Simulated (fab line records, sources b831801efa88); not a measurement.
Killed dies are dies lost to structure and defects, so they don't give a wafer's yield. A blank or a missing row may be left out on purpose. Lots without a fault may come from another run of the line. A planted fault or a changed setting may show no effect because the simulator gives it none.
A struck lot beside a sound one | flow sky130 | 14 steps out of a route of 708
Sound: wafers L741.1, L741.3, L741.5. Struck: wafers L729.1, L729.3, L729.4. The cause comes at the end.
At each step with rows: each side's tool, then ch and its chambers, then its first start. Under that, the readings that differ: sound wafers | struck wafers | difference of the means | sigmas: that difference in standard deviations of wafers without a fault.
alike: readings whose means differ by less than 2 such deviations, and words and numbers that are the same on both sides. not compared: withheld readings, readings that some wafer has no value for, bounds like >300 that may hide the same value, and numbers for which the record gives no deviation and whose values overlap.
The two part at a step that has a row with sigmas, a row that says differs or no value, or rows on one side only. Numbers that don't overlap but have no deviation are shown without sigmas and don't part them. A reading that every wafer of one side lacks parts them only if that side has two wafers or more.

first, 6 steps without rows for these wafers: SKY_RES_XHIGH_COAT_02 (resist thk 1140 nm); SKY_RES_XHIGH_SOFTBAKE_03 (time 60 s); SKY_RES_XHIGH_EXPOSE_04 (exposes mask URPM, target cd 1270 nm); SKY_RES_XHIGH_PEB_05; SKY_RES_XHIGH_DEVELOP_06 (develop time 60 s); SKY_RES_XHIGH_IMPLANT_07.
SKY_RES_XHIGH_STRIP_08: strips in O2/N2.
  sound on plasma_asher-01 ch 0, day 34 03:19; struck on plasma_asher-02 ch 0,1, day 30 02:00
  alike: drypump_motor_current_A, o2_flow_sccm, oes_product_au, strip_time_to_endpoint_s
  not compared: rf_hours_counter_h
SKY_RES_XHIGH_TW_MEAS_09:
  sound on film_metro-02, day 34 03:25; struck on film_metro-01, day 30 02:06
  alike: RES_XHIGH_TW
then, 4 steps without rows for these wafers: SKY_SD_N_DEHYDRATE_00 (time 60 s); SKY_SD_N_HMDS_01 (prime time 60 s); SKY_SD_N_COAT_02 (resist thk 1140 nm); SKY_SD_N_SOFTBAKE_03 (time 60 s).
SKY_SD_N_EXPOSE_04: exposes mask NSDM, target cd 380 nm.
  sound on iline_stepper-02 ch 0, day 34 16:29; struck on iline_stepper-02, day 30 15:46
  no value came back on the struck wafers for exposure_dose_mJ_cm2, focus_offset_nm (nm), na; on the sound wafers exposure_dose_mJ_cm2 reads 141.08 141.04 140.82
  alike: mask
then, 1 step without rows for these wafers: SKY_SD_N_PEB_05.

WHERE THEY PART
Only at SKY_SD_N_EXPOSE_04, within this record.

WHY: what the simulator had put in
Skipped step whole: iline_stepper-02, from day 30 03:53 on, at SKY_SD_N_EXPOSE_04. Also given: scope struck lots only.
